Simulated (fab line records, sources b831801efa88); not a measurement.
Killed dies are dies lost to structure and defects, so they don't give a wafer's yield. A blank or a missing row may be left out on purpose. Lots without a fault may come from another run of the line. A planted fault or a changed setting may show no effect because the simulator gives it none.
fab line records | flow sky130
record lots=5 wafers=15 last_day=50
route steps=708 shown METAL2@496 VIA2@507
lots that met no fault: from a run of the same line without faults
start_h: hours from the record's first day to the start of the lot's first wafer shown | wait_h: hours since the lot's step before | " the same as in the row above | L1.1+2: a row that stands for several wafers | - no value, or no start given | * or withheld: withheld | < > ~ a bound
route shown NAME@n: a module of which the file shows steps, and the number in the route of the first | usual: mean/standard deviation of fault-free wafers | same: alike in all rows | chamber/n: place in a boat | sites: the reading at each site | _std_site: their standard deviation | _edge_site: outer sites' mean less inner sites' | radius_mm: how far each site lies from the wafer's centre | mask NAME#n: copy n | behind: the tool/chamber that last shaped the wafer | hold: why the lot was held/for how many hours/how that ended | device: the transistor (n, p or np) that didn't switch | end of line: the same wafers' tests at the end of the route | a step without rows: its recipe alone | killed: dies lost to structure and defects at the first sort, not the wafer's yield | map: a wafer's dies, x killed, . not, _ none there
set.NAME: the setting as run; set.NAME@STEP: as run at that earlier step | model.NAME: the simulator's own value behind a step, which no gauge read
lots at some steps of the route; a table a step, a row a wafer
services: from which hour (start_h, from the record's first day; less than 0 if before it) a tool's chamber was out of use, for how many hours, and why
## steps
# step SKY_METAL2_PEB_13
# recipe peb_temp_c=withheld peb_time_s=withheld resist=KrF-thick
# usual chill_plate_temp_C=*
# columns lot.wafer tool chamber start_h wait_h chill_plate_temp_C
L083.2 litho_track-04 0 - - *
L083.4 " 0 " " *
L083.5 " 0 " " *
L087.1 litho_track-04 0 - - *
L087.3 " 0 " " *
L087.6 " 0 " " *
L091.2 litho_track-01 0 - - *
L091.4 " 0 " " *
L091.6 " 0 " " *
L094.2 litho_track-02 0 - - *
L094.3 " 0 " " *
L094.6 " 0 " " *
L095.1 litho_track-01 0 - - *
L095.2 " 0 " " *
L095.6 " 0 " " *
# step SKY_METAL2_DEVELOP_14
# recipe develop_time_s=60 resist=KrF-thick dev_temp_c=21
# usual chill_plate_temp_C=23.02/0.095
# columns lot.wafer tool chamber start_h wait_h chill_plate_temp_C
L083.2 litho_track-04 0 - - 23.17
L083.4 " 0 " " 23.18
L083.5 " 0 " " 23.01
L087.1 litho_track-04 0 - - 22.91
L087.3 " 0 " " 22.97
L087.6 " 0 " " 23.00
L091.2 litho_track-01 0 - - 23.05
L091.4 " 0 " " 23.01
L091.6 " 0 " " 22.82
L094.2 litho_track-02 0 - - 23.04
L094.3 " 0 " " 23.09
L094.6 " 0 " " 23.07
L095.1 litho_track-01 0 - - 23.08
L095.2 " 0 " " 23.05
L095.6 " 0 " " 23.04
# step SKY_METAL2_CD_MEAS_15
# recipe target_cd_nm=140
# usual cd_nm=140.2/1.3
# columns lot.wafer tool chamber start_h wait_h cd_nm
L083.2 cd_sem-01 - 896.19 - 140.2
L083.4 " - " " 139.4
L083.5 " - " " 138.9
L087.1 cd_sem-01 - 915.82 - 140.5
L087.3 " - " " 140.2
L087.6 " - " " 139.6
L091.2 cd_sem-02 - 965.58 - 140.2
L091.4 " - " " 141.4
L091.6 " - " " 141.2
L094.2 cd_sem-02 - 980.32 - 139.8
L094.3 " - " " 139.6
L094.6 " - " " 140.8
L095.1 cd_sem-02 - 988.66 - 139.9
L095.2 " - " " 138.4
L095.6 " - " " 139.3
# step SKY_METAL2_OVL_MEAS_16
# usual METAL2_OVL=-1/4.8
# columns lot.wafer tool chamber start_h wait_h METAL2_OVL[nm]
L083.2 overlay-01 - 896.30 0.1 0
L083.4 " - " " -3
L083.5 " - " " 2
L087.1 overlay-02 - 915.94 0.1 2
L087.3 " - " " -8
L087.6 " - " " -1
L091.2 overlay-02 - 965.69 0.1 0
L091.4 " - " " 2
L091.6 " - " " 0
L094.2 overlay-01 - 980.43 0.1 -6
L094.3 " - " " -4
L094.6 " - " " 4
L095.1 overlay-02 - 988.78 0.1 1
L095.2 " - " " -6
L095.6 " - " " -8
# step SKY_METAL2_DESCUM_17
# recipe chemistry=O2 source_power_w=150 bias_power_w=0 pressure_mtorr=10 temp_c=40 time_s=8
# usual drypump_motor_current_A=5.3/0.35 oes_product_au=1.003/0.009 rf_fwd_power_W=147.4/0.81
# columns lot.wafer tool chamber start_h wait_h drypump_motor_current_A oes_product_au rf_fwd_power_W rf_hours_counter_h
L083.2 rie_metal-02 0 896.33 0.0 4.9 0.999 148.4 4
L083.4 " 0 " " 4.9 0.991 148.0 -
L083.5 " 1 " " 5.1 1.013 147.3 -
L087.1 rie_metal-01 1 915.98 0.0 5.7 1.009 148.1 3
L087.3 " 0 " " 5.3 1.011 146.3 -
L087.6 " 1 " " 5.7 1.017 148.3 -
L091.2 rie_metal-02 1 965.72 0.0 5.1 0.999 147.3 8
L091.4 " 1 " " 5.1 1.000 147.4 -
L091.6 " 0 " " 4.9 0.999 147.9 -
L094.2 rie_metal-01 1 980.46 0.0 5.7 0.992 147.4 5
L094.3 " 1 " " 5.7 0.986 148.2 -
L094.6 " 1 " " 5.7 0.992 148.3 -
L095.1 rie_metal-01 0 988.82 0.0 5.3 1.001 146.3 15
L095.2 " 1 " " 5.7 0.996 147.5 5
L095.6 " 0 " " 5.3 1.001 146.0 -
# step SKY_METAL2_ETCH_18
# recipe chemistry=N2/H2 target=BARC ion_energy_ev=200 bias_w=100 pressure_mtorr=30 n2_flow_sccm=100 h2_flow_sccm=200 icp_w=500 stop_on=SiO2 time_s=45.9 target_depth_a=600
# usual drypump_motor_current_A=5.3/0.35 oes_product_au=0.855/0.0047 rf_fwd_power_W=495.0/2.5 throttle_valve_pct=13.225/0.009
# columns lot.wafer tool chamber start_h wait_h drypump_motor_current_A oes_product_au rf_fwd_power_W rf_hours_counter_h throttle_valve_pct
L083.2 rie_metal-02 0 896.36 0.0 4.9 0.851 495.6 4 13.221
L083.4 " 0 " " 5.0 0.861 495.5 - 13.216
L083.5 " 1 " " 5.1 0.855 494.5 - 13.216
L087.1 rie_metal-01 1 916.01 0.0 5.7 0.853 495.4 3 13.222
L087.3 " 0 " " 5.3 0.858 491.3 - 13.235
L087.6 " 1 " " 5.7 0.855 496.6 - 13.220
L091.2 rie_metal-02 1 965.75 0.0 5.1 0.857 496.0 8 13.222
L091.4 " 1 " " 5.1 0.854 496.4 - 13.230
L091.6 " 0 " " 4.8 0.850 498.7 - 13.218
L094.2 rie_metal-01 1 980.49 0.0 5.7 0.858 496.9 5 13.233
L094.3 " 1 " " 5.7 0.854 495.7 - 13.228
L094.6 " 1 " " 5.7 0.848 498.5 - 13.206
L095.1 rie_metal-01 0 988.85 0.0 5.3 0.858 491.4 15 13.222
L095.2 " 1 " " 5.7 0.859 494.4 5 13.231
L095.6 " 0 " " 5.3 0.858 491.7 - 13.228
# step SKY_METAL2_METAL_ETCH_19
# recipe target_depth_a=3600 stop_on=SiO2 over_etch_frac=0.3 time_s=78 chemistry=Cl2/BCl3 resist_sidewall_deg=88 pressure_mtorr=10 icp_w=900 bias_w=48.5 Cl2_flow_sccm=60 bcl3_flow_sccm=30
# usual drypump_motor_current_A=5.3/0.35 oes_product_au=0.856/0.0061 rf_fwd_power_W=893/3.8 throttle_valve_pct=22.265/0.0097
# same over_etch_frac=0.3
# columns lot.wafer tool chamber start_h wait_h drypump_motor_current_A oes_product_au rf_fwd_power_W rf_hours_counter_h throttle_valve_pct
L083.2 rie_metal-02 0 896.42 0.0 4.9 0.850 890 4 22.257
L083.4 " 0 " " 4.9 0.853 890 - 22.273
L083.5 " 1 " " 5.1 0.853 893 - 22.264
L087.1 rie_metal-01 1 916.07 0.0 5.7 0.843 901 3 22.261
L087.3 " 0 " " 5.3 0.856 888 - 22.254
L087.6 " 1 " " 5.7 0.848 898 - 22.263
L091.2 rie_metal-02 1 965.81 0.0 5.1 0.867 896 8 22.274
L091.4 " 1 " " 5.1 0.863 896 - 22.266
L091.6 " 0 " " 4.9 0.854 895 - 22.276
L094.2 rie_metal-01 1 980.55 0.0 5.7 0.851 896 5 22.277
L094.3 " 1 " " 5.7 0.848 894 - 22.277
L094.6 " 1 " " 5.7 0.848 896 - 22.277
L095.1 rie_metal-01 0 988.91 0.0 5.3 0.855 886 15 22.270
L095.2 " 1 " " 5.7 0.860 898 5 22.239
L095.6 " 0 " " 5.3 0.852 887 - 22.257
# step SKY_METAL2_STRIP_20
# recipe chemistry=O2/N2 power_w=1400 pressure_mtorr=1500 platen_temp_c=withheld o2_flow_sccm=3000 n2_flow_sccm=300 overash_fraction=0.5
# usual drypump_motor_current_A=5.53/0.26 oes_product_au=0.343/0.005 strip_time_to_endpoint_s=2.68/0.033
# columns lot.wafer tool chamber start_h wait_h drypump_motor_current_A oes_product_au rf_hours_counter_h strip_time_to_endpoint_s
L083.2 plasma_asher-03 1 896.51 0.1 5.46 0.337 78 2.68
L083.4 " 1 " " 5.49 0.346 - 2.69
L083.5 " 1 " " 5.47 0.335 - 2.70
L087.1 plasma_asher-02 0 916.16 0.1 5.97 0.341 49 2.73
L087.3 " 0 " " 5.98 0.344 - 2.68
L087.6 " 0 " " 6.01 0.344 - 2.73
L091.2 plasma_asher-02 0 965.90 0.1 6.03 0.346 54 2.71
L091.4 " 0 " " 6.00 0.344 - 2.67
L091.6 " 1 " " 4.99 0.339 - 2.66
L094.2 plasma_asher-02 1 980.64 0.1 5.02 0.346 55 2.73
L094.3 " 1 " " 5.00 0.346 - 2.72
L094.6 " 1 " " 4.99 0.353 - 2.75
L095.1 plasma_asher-03 0 989.00 0.1 5.38 0.341 87 2.66
L095.2 " 1 " " 5.50 0.351 87 2.72
L095.6 " 0 " " 5.37 0.345 - 2.66
# step SKY_METAL2_STRIP_21
# recipe chemistry=post_etch_residue_remover time_s=1200 temp_c=72.5
# columns lot.wafer tool chamber start_h wait_h
L083.2+4+5 wet_bench-03 1 896.61 0.1
L087.1+3+6 wet_bench-03 3 916.26 0.1
L091.2+4+6 wet_bench-03 1 966.00 0.1
L094.2+3+6 wet_bench-02 1 980.74 0.1
L095.1+2+6 wet_bench-01 1 989.10 0.1
# step SKY_METAL2_CLEAN_22
# recipe chemistry=IPA time_s=180 temp_c=25
# columns lot.wafer tool chamber start_h wait_h
L083.2+4+5 wet_bench-02 1 896.96 0.0
L087.1+3+6 wet_bench-01 0 916.64 0.0
L091.2+4+6 wet_bench-03 1 966.34 0.0
L094.2+3+6 wet_bench-01 3 981.42 0.0
L095.1+2+6 wet_bench-02 0 989.45 0.0
# step SKY_METAL2_CLEAN_23
# recipe chemistry=O3/DIW dry=n2_spin
# columns lot.wafer tool chamber start_h wait_h
L083.2+4+5 wet_bench-01 1 897.02 0.0
L087.1+3+6 wet_bench-02 1 916.70 0.0
L091.2+4+6 wet_bench-03 1 966.40 0.0
L094.2+3+6 wet_bench-03 0 981.48 0.0
L095.1+2+6 wet_bench-02 2 989.50 0.0
# step SKY_VIA2_HDPCVD_00
# recipe material=SiO2 target_thk_nm=1180 sigma_open_frac=0.3 time_s=196.7 temp_c=400 sih4_flow_sccm=60 pressure_mtorr=6
# columns lot.wafer tool chamber start_h wait_h
L083.2+4+5 hdpcvd-01 0,1,2 897.11 0.0
L087.1+3+6 hdpcvd-02 0,2,2 916.79 0.0
L091.2+4+6 hdpcvd-01 0,0,1 966.49 0.0
L094.2+3+6 hdpcvd-02 0,2,2 981.58 0.0
L095.1+2+6 hdpcvd-02 1,0,0 989.60 0.0
# step SKY_VIA2_THK_MEAS_01
# recipe reads=SiO2_of_VIA2_HDPCVD_00
# usual VIA2_HDPCVD_THK=1184/11
# columns lot.wafer tool chamber start_h wait_h VIA2_HDPCVD_THK[nm]
L083.2 film_metro-01 - 897.25 0.1 1179
L083.4 " - " " 1175
L083.5 " - " " 1171
L087.1 film_metro-04 - 916.91 0.1 1190
L087.3 " - " " 1205
L087.6 " - " " 1198
L091.2 film_metro-04 - 966.63 0.1 1196
L091.4 " - " " 1197
L091.6 " - " " 1183
L094.2 film_metro-04 - 981.72 0.1 1166
L094.3 " - " " 1156
L094.6 " - " " 1166
L095.1 film_metro-01 - 989.72 0.1 1191
L095.2 " - " " 1182
L095.6 " - " " 1184
# step SKY_VIA2_CMP_02
# recipe material=SiO2 down_force_psi=4 platen_rpm=60 pad_velocity_m_s=0.94248
# usual motor_current_A=11.8/0.96
# columns lot.wafer tool chamber start_h wait_h motor_current_A
L083.4 cmp-02 0 897.35 0.1 12.2
L083.2 " 2 " " 12.4
L083.5 " 0 " " 11.6
L087.1 cmp-01 2 917.02 0.1 14.0
L087.3 " 3 " " 11.7
L087.6 " 1 " " 11.1
L091.2 cmp-02 1 966.80 0.2 10.7
L091.4 " 2 " " 11.9
L091.6 " 0 " " 11.9
L094.2 cmp-02 3 981.82 0.1 11.6
L094.3 " 0 " " 11.5
L094.6 " 3 " " 11.9
L095.1 cmp-01 2 992.49 2.8 14.7
L095.2 " 1 " " 10.8
L095.6 " 3 " " 11.1
# step SKY_VIA2_BOW_MEAS_03
# recipe mode=bow
# usual VIA2_BOW=86/6
# columns lot.wafer tool chamber start_h wait_h VIA2_BOW[um]
L083.2 film_metro-03 - 897.62 0.1 89
L083.4 " - " " 93
L083.5 " - " " 80
L087.1 film_metro-04 - 917.27 0.2 82
L087.3 " - " " 88
L087.6 " - " " 82
L091.2 film_metro-04 - 967.03 0.2 91
L091.4 " - " " 84
L091.6 " - " " 84
L094.2 film_metro-03 - 982.09 0.2 91
L094.3 " - " " 90
L094.6 " - " " 88
L095.1 film_metro-03 - 992.79 0.2 90
L095.2 " - " " 86
L095.6 " - " " 83
# step SKY_VIA2_DEHYDRATE_04
# recipe temp_c=200 time_s=60
# usual chill_plate_temp_C=23.00/0.12
# columns lot.wafer tool chamber start_h wait_h chill_plate_temp_C
L083.2 litho_track-04 0 909.80 12.2 22.87
L083.4 " 0 " " 23.07
L083.5 " 0 " " 22.84
L087.1 litho_track-03 0 929.46 12.2 22.69
L087.3 " 0 " " 22.96
L087.6 " 0 " " 22.90
L091.2 litho_track-04 0 978.55 11.5 22.90
L091.4 " 0 " " 23.15
L091.6 " 0 " " 23.08
L094.2 litho_track-04 0 992.40 10.3 23.26
L094.3 " 0 " " 22.85
L094.6 " 0 " " 23.06
L095.1 litho_track-04 0 1002.37 9.6 22.98
L095.2 " 0 " " 22.94
L095.6 " 0 " " 22.98
# step SKY_VIA2_HMDS_05
# recipe prime_time_s=60 prime_temp_c=120
# usual chill_plate_temp_C=23.00/0.12
# columns lot.wafer tool chamber start_h wait_h chill_plate_temp_C
L083.2 litho_track-04 0 909.95 0.1 23.14
L083.4 " 0 " " 23.14
L083.5 " 0 " " 22.92
L087.1 litho_track-03 0 929.61 0.1 23.01
L087.3 " 0 " " 22.99
L087.6 " 0 " " 22.97
L091.2 litho_track-04 0 978.70 0.1 23.12
L091.4 " 0 " " 23.06
L091.6 " 0 " " 22.96
L094.2 litho_track-04 0 992.55 0.1 23.02
L094.3 " 0 " " 22.74
L094.6 " 0 " " 23.03
L095.1 litho_track-04 0 1002.52 0.1 22.93
L095.2 " 0 " " 22.92
L095.6 " 0 " " 22.92
# step SKY_VIA2_COAT_06
# recipe resist=BARC temp_c=withheld time_s=withheld spin_rpm=3000 resist_thk_nm=60
# usual chill_plate_temp_C=* dispense_pressure_kPa=52.6/1.2
# columns lot.wafer tool chamber start_h wait_h chill_plate_temp_C dispense_pressure_kPa
L083.2 litho_track-04 0 910.10 0.1 * 53.8
L083.4 " 0 " " * 53.8
L083.5 " 0 " " * 53.9
L087.1 litho_track-03 0 929.76 0.1 * 50.9
L087.3 " 0 " " * 50.9
L087.6 " 0 " " * 50.9
L091.2 litho_track-04 0 978.85 0.1 * 53.8
L091.4 " 0 " " * 53.9
L091.6 " 0 " " * 53.9
L094.2 litho_track-04 0 992.70 0.1 * 53.9
L094.3 " 0 " " * 53.9
L094.6 " 0 " " * 53.9
L095.1 litho_track-04 0 1002.67 0.1 * 53.9
L095.2 " 0 " " * 53.9
L095.6 " 0 " " * 53.8
# step SKY_VIA2_COAT_07
# recipe resist=KrF-thick spin_rpm=3000 resist_thk_nm=458.6
# usual chill_plate_temp_C=23.00/0.11 dispense_pressure_kPa=52.5/1.2
# columns lot.wafer tool chamber start_h wait_h chill_plate_temp_C dispense_pressure_kPa
L083.2 litho_track-04 0 - - 22.99 53.7
L083.4 " 0 " " 22.99 53.7
L083.5 " 0 " " 23.01 53.7
L087.1 litho_track-03 0 - - 23.02 50.8
L087.3 " 0 " " 23.09 50.8
L087.6 " 0 " " 22.87 50.9
L091.2 litho_track-04 0 - - 23.05 53.8
L091.4 " 0 " " 22.97 53.8
L091.6 " 0 " " 22.98 53.7
L094.2 litho_track-04 0 - - 22.82 53.8
L094.3 " 0 " " 22.97 53.7
L094.6 " 0 " " 23.12 53.7
L095.1 litho_track-04 0 - - 23.04 53.8
L095.2 " 0 " " 23.00 53.8
L095.6 " 0 " " 22.75 53.8
# step SKY_VIA2_SOFTBAKE_08
# recipe temp_c=100 time_s=90 resist=KrF-thick
# usual chill_plate_temp_C=22.99/0.1
# columns lot.wafer tool chamber start_h wait_h chill_plate_temp_C
L083.2 litho_track-04 0 - - 23.05
L083.4 " 0 " " 22.99
L083.5 " 0 " " 23.17
L087.1 litho_track-03 0 - - 22.89
L087.3 " 0 " " 23.06
L087.6 " 0 " " 23.14
L091.2 litho_track-04 0 - - 22.96
L091.4 " 0 " " 22.96
L091.6 " 0 " " 22.90
L094.2 litho_track-04 0 - - 22.95
L094.3 " 0 " " 23.17
L094.6 " 0 " " 23.02
L095.1 litho_track-04 0 - - 22.99
L095.2 " 0 " " 22.99
L095.6 " 0 " " 22.99
# step SKY_VIA2_EXPOSE_09
# recipe mask_id=VIM2 na=0.8 source_shape=annular sigma_inner=0.55 sigma_outer=0.85 target_cd_nm=200 dose_mj=38
# same na=0.8
# columns lot.wafer tool chamber start_h wait_h mask
L083.2+4+5 krf_scanner-01 0 - - VIM2#0
L087.1+3+6 krf_scanner-01 0 - - VIM2#0
L091.2+4+6 krf_scanner-01 0 - - VIM2#0
L094.2+3+6 krf_scanner-01 0 - - VIM2#0
L095.1+2+6 krf_scanner-01 0 - - VIM2#0
# step SKY_VIA2_PEB_10
# recipe peb_temp_c=withheld peb_time_s=withheld resist=KrF-thick
# usual chill_plate_temp_C=*
# columns lot.wafer tool chamber start_h wait_h chill_plate_temp_C
L083.2 litho_track-01 0 - - *
L083.4 " 0 " " *
L083.5 " 0 " " *
L087.1 litho_track-03 0 - - *
L087.3 " 0 " " *
L087.6 " 0 " " *
L091.2 litho_track-03 0 - - *
L091.4 " 0 " " *
L091.6 " 0 " " *
L094.2 litho_track-04 0 - - *
L094.3 " 0 " " *
L094.6 " 0 " " *
L095.1 litho_track-01 0 - - *
L095.2 " 0 " " *
L095.6 " 0 " " *
# step SKY_VIA2_DEVELOP_11
# recipe develop_time_s=60 resist=KrF-thick dev_temp_c=20.14
# usual chill_plate_temp_C=22.98/0.11
# columns lot.wafer tool chamber start_h wait_h chill_plate_temp_C
L083.2 litho_track-01 0 - - 22.96
L083.4 " 0 " " 23.06
L083.5 " 0 " " 22.98
L087.1 litho_track-03 0 - - 23.05
L087.3 " 0 " " 23.01
L087.6 " 0 " " 23.08
L091.2 litho_track-03 0 - - 23.05
L091.4 " 0 " " 22.98
L091.6 " 0 " " 22.92
L094.2 litho_track-04 0 - - 23.05
L094.3 " 0 " " 23.08
L094.6 " 0 " " 22.85
L095.1 litho_track-01 0 - - 23.03
L095.2 " 0 " " 23.11
L095.6 " 0 " " 23.25
# step SKY_VIA2_CD_MEAS_12
# recipe target_cd_nm=200
# usual cd_nm=199.8/1.3
# columns lot.wafer tool chamber start_h wait_h cd_nm
L083.2 cd_sem-01 - 922.33 - 199.2
L083.4 " - " " 197.7
L083.5 " - " " 199.2
L087.1 cd_sem-02 - 941.26 - 201.4
L087.3 " - " " 201.4
L087.6 " - " " 200.8
L091.2 cd_sem-01 - 990.68 - 200.2
L091.4 " - " " 199.0
L091.6 " - " " 197.9
L094.2 cd_sem-02 - 1003.54 - 198.9
L094.3 " - " " 199.2
L094.6 " - " " 198.3
L095.1 cd_sem-02 - 1014.36 - 198.2
L095.2 " - " " 197.8
L095.6 " - " " 197.2
# step SKY_VIA2_OVL_MEAS_13
# usual VIA2_OVL=0/6.8
# columns lot.wafer tool chamber start_h wait_h VIA2_OVL[nm]
L083.2 overlay-02 - 922.44 0.1 3
L083.4 " - " " -2
L083.5 " - " " -11
L087.1 overlay-02 - 941.38 0.1 -1
L087.3 " - " " -2
L087.6 " - " " 5
L091.2 overlay-01 - 990.79 0.1 -2
L091.4 " - " " 1
L091.6 " - " " -2
L094.2 overlay-02 - 1003.65 0.1 1
L094.3 " - " " 5
L094.6 " - " " 4
L095.1 overlay-02 - 1014.48 0.1 0
L095.2 " - " " 3
L095.6 " - " " 7
# step SKY_VIA2_ETCH_14
# recipe chemistry=N2/H2 target=BARC ion_energy_ev=200 source_w=500 bias_w=100 pressure_mtorr=30 n2_flow_sccm=100 h2_flow_sccm=200 stop_on=SiO2 time_s=45.9 target_depth_a=600
# usual drypump_motor_current_A=5.4/0.45 oes_product_au=0.855/0.0047 rf_fwd_power_W=494.6/2.3 throttle_valve_pct=13.225/0.009
# columns lot.wafer tool chamber start_h wait_h drypump_motor_current_A oes_product_au rf_fwd_power_W rf_hours_counter_h throttle_valve_pct
L083.2 rie_diel-01 1 922.47 0.0 5.5 0.850 497.8 10 13.245
L083.4 " 0 " " 5.4 0.856 490.8 2 13.226
L083.5 " 0 " " 5.3 0.858 491.5 - 13.239
L087.1 rie_diel-03 3 941.42 0.0 5.8 0.862 496.4 4 13.230
L087.3 " 2 " " 5.4 0.852 496.2 14 13.215
L087.6 " 0 " " 6.1 0.856 494.2 - 13.228
L091.2 rie_diel-01 2 990.82 0.0 5.9 0.855 495.8 12 13.226
L091.4 " 1 " " 5.6 0.858 495.6 12 13.233
L091.6 " 3 " " 5.0 0.853 494.7 - 13.216
L094.2 rie_diel-04 3 1003.68 0.0 5.9 0.858 493.7 21 13.216
L094.3 " 0 " " 4.8 0.853 494.4 8 13.236
L094.6 " 0 " " 4.8 0.852 497.9 - 13.219
L095.1 rie_diel-04 2 1014.52 0.0 5.0 0.855 494.1 23 13.217
L095.2 " 1 " " 5.4 0.859 498.1 19 13.219
L095.6 " 0 " " 4.8 0.856 501.2 - 13.208
# step SKY_VIA2_ETCH_15
# recipe target=SiO2 chemistry=C4F8/O2/Ar target_depth_nm=546 stop_on=TiN mask_material=KrF-thick source_w=1500 bias_w=1200 pressure_mtorr=40 c4f8_flow_sccm=withheld O2_flow_sccm=6 Ar_flow_sccm=300 time_s=84
# usual oes_product_au=0.939/0.0041 rf_fwd_power_W=1490/5.1
# columns lot.wafer tool chamber start_h wait_h oes_product_au rf_fwd_power_W rf_hours_counter_h
L083.2 rie_diel-01 1 922.51 0.0 0.936 1487 10
L083.4 " 0 " " 0.943 1490 2
L083.5 " 0 " " 0.943 1487 -
L087.1 rie_diel-03 3 941.46 0.0 0.939 1497 4
L087.3 " 2 " " 0.938 1491 14
L087.6 " 0 " " 0.939 1491 -
L091.2 rie_diel-01 2 990.86 0.0 0.934 1495 12
L091.4 " 1 " " 0.939 1493 12
L091.6 " 3 " " 0.941 1488 -
L094.2 rie_diel-04 3 1003.72 0.0 0.940 1498 21
L094.3 " 0 " " 0.944 1495 8
L094.6 " 0 " " 0.951 1490 -
L095.1 rie_diel-04 2 1014.56 0.0 0.940 1483 23
L095.2 " 1 " " 0.941 1491 19
L095.6 " 0 " " 0.941 1499 -
# step SKY_VIA2_STRIP_16
# recipe chemistry=O2/N2 power_w=1400 pressure_mtorr=1500 platen_temp_c=withheld o2_flow_sccm=3000 n2_flow_sccm=300 overash_fraction=0.5
# usual drypump_motor_current_A=5.6/0.38 oes_product_au=0.402/0.0041 strip_time_to_endpoint_s=4.139/0.019
# columns lot.wafer tool chamber start_h wait_h drypump_motor_current_A oes_product_au rf_hours_counter_h strip_time_to_endpoint_s
L083.2 plasma_asher-04 0 922.57 0.0 5.8 0.411 17 4.127
L083.4 " 0 " " 5.8 0.393 - 4.125
L083.5 " 0 " " 5.8 0.400 - 4.125
L087.1 plasma_asher-02 0 941.52 0.0 6.0 0.410 51 4.103
L087.3 " 0 " " 6.0 0.403 - 4.144
L087.6 " 0 " " 5.9 0.407 - 4.132
L091.2 plasma_asher-01 1 990.92 0.0 5.9 0.404 118 4.129
L091.4 " 1 " " 5.9 0.400 - 4.121
L091.6 " 0 " " 5.5 0.400 - 4.118
L094.2 plasma_asher-02 1 1003.79 0.0 5.0 0.402 57 4.158
L094.3 " 1 " " 5.0 0.404 - 4.137
L094.6 " 1 " " 5.0 0.404 - 4.112
L095.1 plasma_asher-04 1 1014.62 0.0 5.8 0.403 26 4.143
L095.2 " 0 " " 5.8 0.402 26 4.157
L095.6 " 1 " " 5.8 0.414 - 4.163
# step SKY_VIA2_STRIP_17
# recipe chemistry=post_etch_residue_remover time_s=1200 temp_c=72.5
# columns lot.wafer tool chamber start_h wait_h
L083.2+4+5 wet_bench-01 3 922.67 0.1
L087.1+3+6 wet_bench-04 3 941.62 0.1
L091.2+4+6 wet_bench-02 1 991.02 0.1
L094.2+3+6 wet_bench-01 3 1003.89 0.1
L095.1+2+6 wet_bench-02 3 1014.72 0.1
# step SKY_VIA2_CLEAN_18
# recipe chemistry=IPA time_s=180 temp_c=25
# columns lot.wafer tool chamber start_h wait_h
L083.2+4+5 wet_bench-02 0 923.05 0.0
L087.1+3+6 wet_bench-02 3 941.99 0.0
L091.2+4+6 wet_bench-01 3 991.36 0.0
L094.2+3+6 wet_bench-02 3 1004.26 0.0
L095.1+2+6 wet_bench-02 3 1015.10 0.0
# step SKY_VIA2_CLEAN_19
# recipe chemistry=O3/DIW dry=n2_spin
# columns lot.wafer tool chamber start_h wait_h
L083.2+4+5 wet_bench-04 2 923.10 0.0
L087.1+3+6 wet_bench-01 2 942.05 0.0
L091.2+4+6 wet_bench-01 1 991.42 0.0
L094.2+3+6 wet_bench-01 2 1004.32 0.0
L095.1+2+6 wet_bench-02 2 1015.16 0.0
# step SKY_VIA2_SPUTTER_20
# recipe material=TiN target_thk_nm=20 chamber_pressure_pa=5 power_w=4000 time_s=80
# usual throttle_valve_pct=29.7/1.3
# columns lot.wafer tool chamber start_h wait_h throttle_valve_pct
L083.2 pvd_sputter-04 - 923.20 0.0 30.4
L083.4 " - " " 27.0
L083.5 " - " " 29.8
L087.1 pvd_sputter-02 - 942.14 0.0 29.1
L087.3 " - " " 29.6
L087.6 " - " " 29.2
L091.2 pvd_sputter-03 - 991.51 0.0 30.1
L091.4 " - " " 29.2
L091.6 " - " " 31.9
L094.2 pvd_sputter-03 - 1004.42 0.0 30.3
L094.3 " - " " 32.2
L094.6 " - " " 32.1
L095.1 pvd_sputter-03 - 1015.26 0.0 31.9
L095.2 " - " " 27.7
L095.6 " - " " 31.8
# step SKY_VIA2_CVD_21
# recipe material=W target_thk_nm=420 time_s=126.4 temp_c=400 pressure_torr=40
# usual heater_power_w=740/70
# columns lot.wafer tool chamber start_h wait_h heater_power_w since_wet_clean_h
L083.2 cvd_w-01 1 923.26 0.0 669 5
L083.4 " 1 " " 702 -
L083.5 " 0 " " 711 -
L087.1 cvd_w-02 0 942.21 0.0 670 538
L087.3 " 1 " " 864 -
L087.6 " 0 " " 696 -
L091.2 cvd_w-01 0 991.57 0.0 710 74
L091.4 " 0 " " 712 -
L091.6 " 1 " " 689 -
L094.2 cvd_w-01 1 1004.48 0.0 678 86
L094.3 " 0 " " 733 -
L094.6 " 0 " " 711 -
L095.1 cvd_w-02 0 1015.32 0.0 665 611
L095.2 " 1 " " 840 611
L095.6 " 0 " " 683 -
# step SKY_VIA2_RS_MEAS_22
# recipe thk_meas_gauge=four-point-probe reads=W_of_VIA2_CVD_21+TiN_of_VIA2_SPUTTER_20
# usual VIA2_W_RS=0.273/0.0033
# columns lot.wafer tool chamber start_h wait_h VIA2_W_RS[ohm/sq]
L083.2 film_metro-01 - 923.41 0.1 0.278
L083.4 " - " " 0.276
L083.5 " - " " 0.268
L087.1 film_metro-03 - 942.34 0.1 0.274
L087.3 " - " " 0.276
L087.6 " - " " 0.276
L091.2 film_metro-03 - 991.72 0.1 0.271
L091.4 " - " " 0.270
L091.6 " - " " 0.269
L094.2 film_metro-04 - 1004.63 0.1 0.273
L094.3 " - " " 0.269
L094.6 " - " " 0.272
L095.1 film_metro-03 - 1015.45 0.1 0.280
L095.2 " - " " 0.281
L095.6 " - " " 0.283
# step SKY_VIA2_THK_MEAS_23
# recipe thk_meas_gauge=xrf reads=W_of_VIA2_CVD_21
# usual VIA2_W_THK=424/6.7
# columns lot.wafer tool chamber start_h wait_h VIA2_W_THK[nm]
L083.2 film_metro-01 - 923.52 0.1 423
L083.4 " - " " 425
L083.5 " - " " 440
L087.1 film_metro-03 - 942.46 0.1 419
L087.3 " - " " 414
L087.6 " - " " 418
L091.2 film_metro-03 - 991.83 0.1 428
L091.4 " - " " 427
L091.6 " - " " 430
L094.2 film_metro-04 - 1004.74 0.1 419
L094.3 " - " " 424
L094.6 " - " " 422
L095.1 film_metro-03 - 1015.57 0.1 416
L095.2 " - " " 413
L095.6 " - " " 409
## services
# columns tool chamber start_h hours kind
plasma_asher-02 - 874.32 1.9 repair
krf_scanner-01 - 876.79 4.0 pm
hdpcvd-02 - 877.24 14.6 pm
wet_bench-03 - 890.89 3.8 repair
rie_diel-01 0 893.94 7.2 repair
cmp-02 - 895.34 0.5 repair
cvd_w-01 - 904.06 14.0 pm
krf_scanner-01 - 905.43 0.2 repair
cmp-02 - 918.87 4.0 pm
rie_metal-01 - 934.53 28.1 pm
krf_scanner-01 - 936.37 0.5 repair
rie_diel-04 2 946.14 21.9 repair
hdpcvd-02 - 950.25 15.0 pm
cmp-02 - 956.10 3.6 pm
krf_scanner-01 - 968.31 1.3 pm
krf_scanner-01 - 985.88 1.3 repair
rie_diel-04 2 992.61 14.2 repair
rie_metal-01 - 993.61 0.2 repair
rie_metal-02 - 994.45 1.2 repair
rie_diel-01 2 997.33 4.7 repair
rie_metal-02 1 998.34 22.1 repair
rie_diel-01 0 998.51 10.7 repair
rie_metal-01 - 1003.69 1.4 pm
krf_scanner-01 - 1006.66 0.8 pm
## key
fault none
